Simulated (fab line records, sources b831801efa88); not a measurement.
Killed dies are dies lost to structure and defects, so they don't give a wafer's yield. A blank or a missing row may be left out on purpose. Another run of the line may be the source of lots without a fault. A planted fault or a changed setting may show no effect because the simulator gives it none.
fab line records	flow sky130
record: lots: 6	wafers: 18	last_day: 50
route steps=708 shown NWELL@82 PWDE@84 VT_ADJUST_HVTP@85 VT_ADJUST_LVTN@97 PAD_OPEN@708
lots with no fault: from the same line, run without faults
start_h: hours from the record's first day to the start of the lot's first wafer shown	wait_h: time in hours since the lot's previous step	" unchanged from the row above	L1.1+2: a single row standing in for several wafers	- either no value or no given start	* or withheld: withheld	< > ~ a bound
route shown NAME@n: names a module that has steps shown in the file, with the first one's number in the route	usual: mean/standard deviation taken from wafers without a fault	same: alike in all rows	chamber/n: place in a boat	sites: the reading at each site	_std_site: standard deviation of those values	_edge_site: outer sites' mean less inner sites'	radius_mm: for every site, how far away it sits from the centre of the wafer	mask NAME#n: copy n	behind: tool/chamber where the wafer was last shaped	hold: the reason the lot was held/the length of the hold in hours/how it ended	device: the n, p or np transistor that did not switch	end of line: the route-end tests of the same wafers	where a step has no rows: the recipe by itself	killed: not the wafer's yield, but the dies lost to structure and defects at the first sort	map: a wafer's dies, x killed, . not, _ none there
set.NAME: the setting as run; set.NAME@STEP: as run at that earlier step	model.NAME: the simulator's own value behind a step, which no gauge read
lots at some steps of the route; a table a step, a row a wafer
services: from which hour (start_h, from the record's first day; less than 0 if before it) a tool's chamber was out of use, for how many hours, and why
== steps ==
step: SKY_NWELL_RS_MEAS_29
recipe: thk_meas_gauge: four-point-probe
usual: NWELL_RS: 624.9/1.5
lot.wafer	tool	chamber	start_h	wait_h	NWELL_RS[ohm/sq]
L281.3	film_metro-04	-	111.52	0.1	626.4
L281.4	"	-	"	"	627.6
L281.6	"	-	"	"	625.2
L285.2	film_metro-02	-	136.59	0.1	624.7
L285.3	"	-	"	"	624.7
L285.6	"	-	"	"	625.1
L294.3	film_metro-04	-	186.37	0.1	624.9
L294.4	"	-	"	"	625.5
L294.6	"	-	"	"	626.0
L295.2	film_metro-04	-	194.45	0.1	624.7
L295.4	"	-	"	"	623.6
L295.5	"	-	"	"	626.3
L297.3	film_metro-02	-	217.12	0.1	625.3
L297.5	"	-	"	"	623.6
L297.6	"	-	"	"	624.8
L302.3	film_metro-01	-	239.62	0.1	622.1
L302.5	"	-	"	"	622.3
L302.6	"	-	"	"	623.8
step: SKY_NWELL_RS_MEAS_31
recipe: thk_meas_gauge: four-point-probe
usual: PWDE_RS: 5276/17
lot.wafer	tool	chamber	start_h	wait_h	PWDE_RS[ohm/sq]
L281.3	film_metro-04	-	111.76	0.1	5257
L281.4	"	-	"	"	5251
L281.6	"	-	"	"	5272
L285.2	film_metro-02	-	136.83	0.1	5292
L285.3	"	-	"	"	5278
L285.6	"	-	"	"	5283
L294.3	film_metro-04	-	186.61	0.1	5291
L294.4	"	-	"	"	5274
L294.6	"	-	"	"	5281
L295.2	film_metro-04	-	194.69	0.1	5287
L295.4	"	-	"	"	5271
L295.5	"	-	"	"	5282
L297.3	film_metro-02	-	217.36	0.1	5294
L297.5	"	-	"	"	5257
L297.6	"	-	"	"	5267
L302.3	film_metro-01	-	239.86	0.1	5282
L302.5	"	-	"	"	5286
L302.6	"	-	"	"	5273
step: SKY_VT_ADJUST_HVTP_DEHYDRATE_00
recipe: temp_c: 200	time_s: 60
step: SKY_VT_ADJUST_HVTP_HMDS_01
recipe: prime_time_s: 60	prime_temp_c: 120
step: SKY_VT_ADJUST_HVTP_COAT_02
recipe: resist: NOVOLAK	spin_rpm: 3000	resist_thk_nm: 1140
step: SKY_VT_ADJUST_HVTP_SOFTBAKE_03
recipe: temp_c: 90	time_s: 60	resist: NOVOLAK
step: SKY_VT_ADJUST_HVTP_EXPOSE_04
recipe: mask_id: HVTPM	na: 0.6	source_shape: conventional	sigma_outer: 0.6	polarization: unpolarized	target_cd_nm: 380	dose_mj: 140
step: SKY_VT_ADJUST_HVTP_PEB_05
recipe: temp_c: withheld	time_s: *	resist: NOVOLAK
step: SKY_VT_ADJUST_HVTP_DEVELOP_06
recipe: resist: NOVOLAK	developer: TMAH	develop_time_s: 60	dev_temp_c: 23
step: SKY_VT_ADJUST_HVTP_CD_MEAS_07
recipe: target_cd_nm: 380
usual: cd_nm: 379.7/2
lot.wafer	tool	chamber	start_h	wait_h	cd_nm
L281.3	cd_sem-02	-	129.24	0.1	378.1
L281.4	"	-	"	"	375.6
L281.6	"	-	"	"	375.6
L285.2	cd_sem-02	-	156.62	0.1	378.7
L285.3	"	-	"	"	380.2
L285.6	"	-	"	"	378.4
L294.3	cd_sem-01	-	206.99	0.1	377.6
L294.4	"	-	"	"	377.6
L294.6	"	-	"	"	375.4
L295.2	cd_sem-01	-	214.57	0.1	379.5
L295.4	"	-	"	"	380.7
L295.5	"	-	"	"	378.7
L297.3	cd_sem-01	-	239.21	0.1	379.3
L297.5	"	-	"	"	381.5
L297.6	"	-	"	"	379.3
L302.3	cd_sem-02	-	263.16	0.1	380.8
L302.5	"	-	"	"	383.7
L302.6	"	-	"	"	383.2
step: SKY_VT_ADJUST_HVTP_OVL_MEAS_08
usual: VT_ADJUST_HVTP_OVL: 0.4/1.4
lot.wafer	tool	chamber	start_h	wait_h	VT_ADJUST_HVTP_OVL[nm]
L281.3	overlay-01	-	129.33	0.1	2.1
L281.4	"	-	"	"	2.9
L281.6	"	-	"	"	2.1
L285.2	overlay-01	-	156.72	0.1	0.2
L285.3	"	-	"	"	1.2
L285.6	"	-	"	"	0.4
L294.3	overlay-01	-	207.08	0.1	-1.2
L294.4	"	-	"	"	0.7
L294.6	"	-	"	"	-0.9
L295.2	overlay-01	-	214.67	0.1	3.7
L295.4	"	-	"	"	-0.4
L295.5	"	-	"	"	1.7
L297.3	overlay-01	-	239.30	0.1	1.8
L297.5	"	-	"	"	4.7
L297.6	"	-	"	"	-1.4
L302.3	overlay-02	-	263.25	0.1	-0.9
L302.5	"	-	"	"	0.2
L302.6	"	-	"	"	0.8
step: SKY_VT_ADJUST_HVTP_IMPLANT_09
recipe: species: As	energy_kev: 150	dose_cm2: 4.3e+12	tilt_deg: withheld
usual: beam_energy_keV: 150.00/0.045
lot.wafer	tool	chamber	start_h	wait_h	beam_energy_keV	model.implant.rp_nm	model.implant.drp_nm
L281.3	implanter-01	0	129.40	0.1	149.96	84.24	33.4
L281.4	"	0	"	"	150.07	84.24	33.4
L281.6	"	0	"	"	150.02	84.24	33.4
L285.2	implanter-04	0	156.78	0.0	149.96	83.12	33.4
L285.3	"	0	"	"	149.95	83.12	33.4
L285.6	"	0	"	"	149.98	83.12	33.4
L294.3	implanter-04	0	207.15	0.1	131.91	76.47	30.12
L294.4	"	0	"	"	131.91	76.47	30.12
L294.6	"	0	"	"	131.94	76.47	30.12
L295.2	implanter-04	0	214.73	0.0	132.00	74.51	30.12
L295.4	"	0	"	"	131.97	74.51	30.12
L295.5	"	0	"	"	131.94	74.51	30.12
L297.3	implanter-03	0	239.38	0.1	149.96	84.5	33.4
L297.5	"	0	"	"	150.00	84.5	33.4
L297.6	"	0	"	"	150.02	84.5	33.4
L302.3	implanter-01	0	263.33	0.1	149.94	84.25	33.4
L302.5	"	0	"	"	149.92	84.25	33.4
L302.6	"	0	"	"	149.98	84.25	33.4
step: SKY_VT_ADJUST_HVTP_STRIP_10
recipe: chemistry: O2/N2	power_w: 1400	pressure_mtorr: 1500	platen_temp_c: withheld	o2_flow_sccm: 3000	n2_flow_sccm: 300	overash_fraction: 0.5
usual: drypump_motor_current_A: 6.17/0.2	oes_product_au: 0.716/0.0044	strip_time_to_endpoint_s: 14.20/0.042
lot.wafer	tool	chamber	start_h	wait_h	drypump_motor_current_A	oes_product_au	rf_hours_counter_h	strip_time_to_endpoint_s
L281.3	plasma_asher-03	0	129.54	0.1	6.47	0.710	-	14.21
L281.4	"	1	"	"	6.08	0.715	-	14.18
L281.6	"	0	"	"	6.45	0.713	-	14.16
L285.2	plasma_asher-03	1	156.90	0.1	6.08	0.713	32	14.20
L285.3	"	1	"	"	6.09	0.718	-	14.24
L285.6	"	1	"	"	6.09	0.714	-	14.25
L294.3	plasma_asher-02	1	207.29	0.1	6.13	0.714	-	14.23
L294.4	"	0	"	"	5.97	0.718	-	14.25
L294.6	"	0	"	"	5.98	0.714	-	14.26
L295.2	plasma_asher-03	1	214.85	0.1	6.10	0.722	37	14.22
L295.4	"	0	"	"	6.43	0.714	-	14.27
L295.5	"	0	"	"	6.44	0.711	-	14.27
L297.3	plasma_asher-04	0	239.51	0.1	5.95	0.715	-	14.19
L297.5	"	1	"	"	6.32	0.719	-	14.23
L297.6	"	0	"	"	5.90	0.707	-	14.28
L302.3	plasma_asher-02	1	263.46	0.1	6.17	0.717	-	14.19
L302.5	"	1	"	"	6.13	0.715	-	14.23
L302.6	"	0	"	"	5.97	0.719	-	14.23
step: SKY_VT_ADJUST_HVTP_TW_MEAS_11
usual: VT_ADJUST_HVTP_TW: 1351/8.6
lot.wafer	tool	chamber	start_h	wait_h	VT_ADJUST_HVTP_TW
L281.3	film_metro-03	-	129.62	0.1	1356
L281.4	"	-	"	"	1351
L281.6	"	-	"	"	1347
L285.2	film_metro-01	-	157.01	0.1	1340
L285.3	"	-	"	"	1335
L285.6	"	-	"	"	1340
L294.3	film_metro-02	-	207.37	0.1	1305
L294.4	"	-	"	"	1312
L294.6	"	-	"	"	1305
L295.2	film_metro-02	-	214.96	0.1	1311
L295.4	"	-	"	"	1310
L295.5	"	-	"	"	1307
L297.3	film_metro-02	-	239.70	0.2	1353
L297.5	"	-	"	"	1354
L297.6	"	-	"	"	1355
L302.3	film_metro-03	-	263.55	0.1	1364
L302.5	"	-	"	"	1360
L302.6	"	-	"	"	1364
step: SKY_VT_ADJUST_LVTN_DEHYDRATE_00
recipe: temp_c: 200	time_s: 60
step: SKY_PAD_OPEN_PROBE_99
usual: killed_at_M0_to_M3: 45/7	killed_at_M4_up: 3.4/1.8	killed_at_contacts: 24/5.4	killed_at_front_end: 16/4.8	killed_at_other: 0.4/0.62	killed_dies: 89/10	killed_on_rim: 17/3.5	killed_open: 48/7.2	killed_short: 40/6.3
same: gross_dies: 492	killed_at_back_side: 0
lot.wafer	tool	chamber	start_h	wait_h	killed_at_M0_to_M3	killed_at_M4_up	killed_at_contacts	killed_at_front_end	killed_at_other	killed_dies	killed_on_rim	killed_open	killed_short	model.etest.tip_p.rs_ohm_sq	model.etest.pfet_01v8.r_on_ohm_um	model.etest.pfet_01v8.drive_ua_um	model.etest.pfet_01v8_mvt.drive_ua_um	model.etest.pfet_01v8_hvt.drive_ua_um	model.etest.sram_pfet_latch.drive_ua_um	model.etest.pfet_01v8_mvt.off_log10_a_um	model.etest.pfet_01v8.off_log10_a_um
L281.3	prober-01	-	1081.52	0.2	50	3	26	18	0	97	19	56	41	6854	2962	186.8	148.4	139.8	140	-10.85	-9.766
L281.4	prober-01	-	1081.57	0.2	39	5	21	12	1	78	13	41	37	6883	3015	182.2	147.4	136.6	135.7	-10.59	-10.05
L281.6	prober-01	-	1081.67	0.2	43	3	24	23	1	94	27	46	48	6820	3006	185.8	147.8	137.6	137.8	-10.7	-9.908
L285.2	prober-01	-	1112.61	0.1	40	7	24	18	0	89	12	47	42	6914	2951	188.8	146.1	140.9	141.3	-10.87	-9.754
L285.3	prober-01	-	1112.66	0.2	51	1	28	19	0	99	19	52	47	6907	2979	185.8	146.2	138.8	139.9	-11.09	-9.936
L285.6	prober-01	-	1112.81	0.2	41	8	24	14	0	87	16	45	42	6895	2898	191.4	148.1	142.1	138.8	-11	-9.608
L294.3	prober-02	-	1150.07	0.2	42	4	21	10	2	79	15	36	42	7240	3089	178.4	138.7	132.3	129.9	-12.21	-11.14
L294.4	prober-02	-	1150.12	0.2	35	2	35	16	0	88	19	43	44	7274	3008	180.4	139.7	135.6	132.4	-12.13	-11.01
L294.6	prober-02	-	1150.22	0.2	54	2	33	9	0	98	19	56	42	7237	3060	179.9	140.4	134.4	131.9	-12.23	-11.1
L295.2	prober-01	-	1155.97	0.1	48	3	26	27	1	105	17	55	49	7194	3081	176.2	137.6	128.8	125.3	-12.32	-11.24
L295.4	prober-01	-	1156.07	0.2	46	3	31	15	0	95	18	56	39	7150	3126	173.5	135.7	127.7	123.2	-12.33	-11.34
L295.5	prober-01	-	1156.12	0.2	48	6	30	12	0	96	16	60	35	7197	3063	179.3	139.4	131.5	124	-12.39	-11.04
L297.3	prober-01	-	1176.87	0.2	42	1	23	19	2	87	21	47	38	6884	2834	196.5	154.1	145.6	144.4	-10.5	-9.63
L297.5	prober-01	-	1176.97	0.2	40	3	21	12	0	76	16	47	29	6885	2842	194.8	155.9	147.4	141.2	-10.65	-9.733
L297.6	prober-01	-	1177.02	0.2	42	3	18	9	0	72	19	49	23	6838	2900	192.3	152.9	143.6	140.6	-10.77	-10.02
L302.3	prober-02	-	1193.96	0.2	44	3	21	17	2	87	14	42	43	6788	2880	197.3	154	145.9	140.2	-10.38	-9.345
L302.5	prober-02	-	1194.06	0.2	37	4	20	9	1	71	11	35	35	6793	2905	193.3	151.9	142.9	142.7	-10.61	-9.642
L302.6	prober-02	-	1194.11	0.2	34	3	21	15	0	73	13	34	39	6808	2869	194.7	153.7	145.7	147.5	-10.56	-9.747
killed by level:class
L281.3 LI_CONTACT:geometric_particle:open=12 VIA1:geometric_particle:open=9 POLY_GATE:geometric_particle:short=7 CONTACT:geometric_particle:open=7 VIA2:geometric_particle:open=7 VIA3:geometric_particle:open=7 LOCAL_INTERCONNECT:geometric_particle:short=5 VIA1:geometric_particle:short=5
L281.4 CONTACT:geometric_particle:open=8 VIA2:geometric_particle:open=8 VIA1:geometric_particle:open=7 CONTACT:geometric_particle:short=6 LI_CONTACT:geometric_particle:open=5 VIA3:geometric_particle:open=5 POLY_GATE:geometric_particle:short=4 METAL2:geometric_particle:short=4
L281.6 VIA1:geometric_particle:open=12 POLY_GATE:geometric_particle:short=9 CONTACT:geometric_particle:open=7 POLY_GATE:geometric_particle:open=5 LI_CONTACT:geometric_particle:short=5 LI_CONTACT:geometric_particle:open=5 METAL1:geometric_particle:short=5 METAL2:geometric_particle:short=5
L285.2 VIA2:geometric_particle:open=9 CONTACT:geometric_particle:open=8 VIA1:geometric_particle:open=8 VIA3:geometric_particle:open=7 FIELD_ISO:geometric_particle:short=6 POLY_GATE:geometric_particle:short=6 LI_CONTACT:geometric_particle:open=6 CONTACT:geometric_particle:short=5
L285.3 METAL1:geometric_particle:short=10 VIA1:geometric_particle:open=9 POLY_GATE:geometric_particle:open=8 LI_CONTACT:geometric_particle:open=8 VIA1:geometric_particle:short=8 CONTACT:geometric_particle:open=7 VIA2:geometric_particle:open=6 CONTACT:geometric_particle:short=5
L285.6 CONTACT:geometric_particle:open=9 VIA2:geometric_particle:open=7 LI_CONTACT:geometric_particle:open=6 CONTACT:geometric_particle:short=6 METAL1:geometric_particle:short=6 VIA1:geometric_particle:open=6 METAL4:geometric_particle:short=5 FIELD_ISO:geometric_particle:short=4
L294.3 METAL1:geometric_particle:short=12 VIA3:geometric_particle:open=6 LI_CONTACT:geometric_particle:open=5 CONTACT:geometric_particle:open=5 VIA2:geometric_particle:open=5 METAL2:geometric_particle:short=5 FIELD_ISO:geometric_particle:open=4 LOCAL_INTERCONNECT:geometric_particle:short=4
L294.4 CONTACT:geometric_particle:open=16 METAL2:geometric_particle:short=9 VIA1:geometric_particle:open=9 LOCAL_INTERCONNECT:geometric_particle:short=8 POLY_GATE:geometric_particle:short=5 FIELD_ISO:geometric_particle:open=4 LI_CONTACT:geometric_particle:short=4 VIA3:geometric_particle:open=4
L294.6 CONTACT:geometric_particle:open=13 VIA1:geometric_particle:open=11 LI_CONTACT:geometric_particle:open=10 VIA1:geometric_particle:short=8 VIA2:geometric_particle:open=8 METAL1:geometric_particle:short=6 VIA3:geometric_particle:open=6 VIA3:geometric_particle:short=5
L295.2 LI_CONTACT:geometric_particle:open=10 VIA1:geometric_particle:open=10 VIA2:geometric_particle:open=9 FIELD_ISO:geometric_particle:open=8 FIELD_ISO:geometric_particle:short=8 METAL1:geometric_particle:short=8 CONTACT:geometric_particle:open=6 CONTACT:geometric_particle:short=5
L295.4 VIA1:geometric_particle:open=14 CONTACT:geometric_particle:open=12 VIA2:geometric_particle:open=9 LI_CONTACT:geometric_particle:open=8 POLY_GATE:geometric_particle:short=6 METAL1:geometric_particle:short=6 FIELD_ISO:geometric_particle:open=5 VIA3:geometric_particle:open=5
L295.5 VIA1:geometric_particle:open=15 CONTACT:geometric_particle:open=12 VIA3:geometric_particle:open=9 LI_CONTACT:geometric_particle:open=8 FIELD_ISO:geometric_particle:open=5 CONTACT:geometric_particle:short=5 VIA1:geometric_particle:short=4 METAL2:geometric_particle:short=4
L297.3 VIA1:geometric_particle:open=10 LI_CONTACT:geometric_particle:open=8 POLY_GATE:geometric_particle:open=7 METAL2:geometric_particle:short=7 METAL1:geometric_particle:short=7 VIA2:geometric_particle:open=6 POLY_GATE:geometric_particle:short=4 CONTACT:geometric_particle:open=4
L297.5 CONTACT:geometric_particle:open=12 VIA1:geometric_particle:open=12 VIA2:geometric_particle:open=7 VIA1:geometric_particle:short=6 METAL1:geometric_particle:short=5 FIELD_ISO:geometric_particle:short=4 LI_CONTACT:geometric_particle:open=4 VIA3:geometric_particle:open=4
L297.6 VIA2:geometric_particle:open=12 VIA1:geometric_particle:open=7 CONTACT:geometric_particle:open=6 LI_CONTACT:geometric_particle:open=6 VIA3:geometric_particle:open=6 VIA1:geometric_particle:short=6 POLY_GATE:geometric_particle:open=3 METAL2:geometric_particle:open=3
L302.3 CONTACT:geometric_particle:open=10 METAL1:geometric_particle:short=7 VIA2:geometric_particle:open=7 METAL2:geometric_particle:short=6 METAL1:geometric_particle:open=5 VIA3:geometric_particle:open=5 POLY_GATE:geometric_particle:open=4 POLY_GATE:geometric_particle:short=4
L302.5 VIA1:geometric_particle:open=9 METAL1:geometric_particle:short=7 LI_CONTACT:geometric_particle:open=6 CONTACT:geometric_particle:open=6 VIA1:geometric_particle:short=6 POLY_GATE:geometric_particle:short=4 CONTACT:geometric_particle:short=4 METAL2:geometric_particle:short=4
L302.6 METAL2:geometric_particle:short=8 LI_CONTACT:geometric_particle:open=6 CONTACT:geometric_particle:open=6 METAL1:geometric_particle:short=6 VIA1:geometric_particle:open=5 LOCAL_INTERCONNECT:geometric_particle:short=4 SPACER:geometric_particle:short=3 FIELD_ISO:geometric_particle:open=3
== services ==
tool	chamber	start_h	hours	kind
plasma_asher-02	-	108.75	9.0	pm
plasma_asher-02	0	108.75	9.0	vent_cycle
plasma_asher-02	1	108.75	9.0	vent_cycle
implanter-01	-	112.23	2.4	repair
plasma_asher-02	0	117.75	-	clean
plasma_asher-02	1	117.75	-	clean
plasma_asher-02	-	149.69	2.3	repair
implanter-03	-	150.42	1.3	repair
implanter-01	-	185.80	21.1	pm
implanter-03	-	186.27	0.7	repair
implanter-01	-	208.38	3.6	pm
plasma_asher-03	-	226.11	2.4	repair
implanter-01	-	238.14	1.4	repair
plasma_asher-04	-	240.21	2.1	repair
plasma_asher-03	-	260.45	1.1	repair
== key ==
first_sign: step: SKY_VT_ADJUST_HVTP_IMPLANT_09	reading: beam_energy_keV	direction: down	sigmas: 99+	usual: *	struck: *
effect: step: SKY_VT_ADJUST_HVTP_TW_MEAS_11	reading: VT_ADJUST_HVTP_TW	direction: down	sigmas: 5	usual: 1351	struck: 1308
model_effect: step: SKY_VT_ADJUST_HVTP_IMPLANT_09	value: implant.rp_nm	without: 85.15	struck: 75.49
model_effect: step: SKY_PAD_OPEN_PROBE_99	value: etest.tip_p.rs_ohm_sq	without: 6822	struck: 7215
met_at SKY_VT_ADJUST_HVTP_IMPLANT_09
struck_wafers L294.3,L294.4,L294.6,L295.2,L295.4,L295.5
tester_left_out L294,L295
onset_between 156.78 207.15
fault: kind: process_parameter_drift	tool: implanter-04	chamber: -	onset_h: 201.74	steps: SKY_VT_ADJUST_HVTP_IMPLANT_09	channel: energy_kev	offset: *	shape: step	end_h: 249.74	acts_in: *	stated: *
tester_left_out: of these lots the tester's yield and bins aren't shown, on N5 and GAA mostly nor the transistor test; their killed dies are dies lost to structure and defects alone, not to doping, threshold or leakage, so they don't give the yield
